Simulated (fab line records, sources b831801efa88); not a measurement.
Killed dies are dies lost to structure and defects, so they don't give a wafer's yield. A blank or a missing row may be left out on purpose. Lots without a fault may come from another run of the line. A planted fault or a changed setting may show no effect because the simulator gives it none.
Chamber matching | flow sfq_line | SFQ_TRILAYER_I4_CMP_CMP_100 on cmp-02: 4 sister chambers
The step polishes SiO2. 15 wafers are shown with their chamber, then 7 later ones without.

WAFERS WITH THEIR CHAMBER
wafer  | chamber | motor_current_A (A) | time_to_endpoint_s (s)
L886.4 | 1       | 10.7                | 213
L886.5 | 0       | 9.1                 | 219
L886.6 | 3       | 10.2                | 218
L888.1 | 2       | 12.0                | 202
L888.2 | 1       | 10.9                | 208
L888.6 | 2       | 11.1                | 208
L895.3 | 3       | 10.5                | 215
L895.4 | 1       | 10.6                | 225
L896.1 | 1       | 11.3                | 214
L896.4 | 3       | 11.1                | 214
L902.2 | 3       | 11.0                | 207
L902.3 | 2       | 11.5                | 206
L902.6 | 2       | 11.9                | 211
L906.1 | 0       | 8.4                 | 211
L906.4 | 3       | 10.8                | 203

SIGNATURES (means of the wafers above)
reading            | chamber 0 | chamber 1 | chamber 2 | chamber 3 | scatter within a chamber
motor_current_A    | 8.750     | 10.875    | 11.625    | 10.720    | 0.38
time_to_endpoint_s | 215.00    | 215.00    | 206.75    | 211.40    | 5.89
Rule: a wafer's distance from a chamber is the root of the sum, over the readings, of the square of ((its reading less the chamber's mean) divided by the reading's scatter). The wafer belongs to the nearest chamber; if the next one is less than 2 further off, it can't be placed. The scatter: the root of (the sum of the squares of (reading less its chamber's mean) over the shown wafers, divided by (wafers less chambers)).

WAFERS WITHOUT THEIR CHAMBER
wafer  | motor_current_A (A) | time_to_endpoint_s (s)
L906.5 | 11.2                | 203
L907.2 | 9.3                 | 207
L907.3 | 10.9                | 205
L907.5 | 10.7                | 208
L908.2 | 11.8                | 199
L908.4 | 11.1                | 209
L908.6 | 9.0                 | 214

WHICH CHAMBER EACH WENT THROUGH
wafer  | from the rows above          | in truth
L906.5 | can't be placed: 2 or 3 or 1 | 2
L907.2 | can't be placed: 0 or 3      | 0
L907.3 | can't be placed: 3 or 1 or 2 | 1
L907.5 | can't be placed: 3 or 1 or 2 | 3
L908.2 | 2                            | 2
L908.4 | can't be placed: 3 or 1 or 2 | 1
L908.6 | 0                            | 0
Placed correctly: 2 of 7. Can't be placed from these rows: 5 (the true chamber is among the candidates in 5). Placed wrongly: 0.
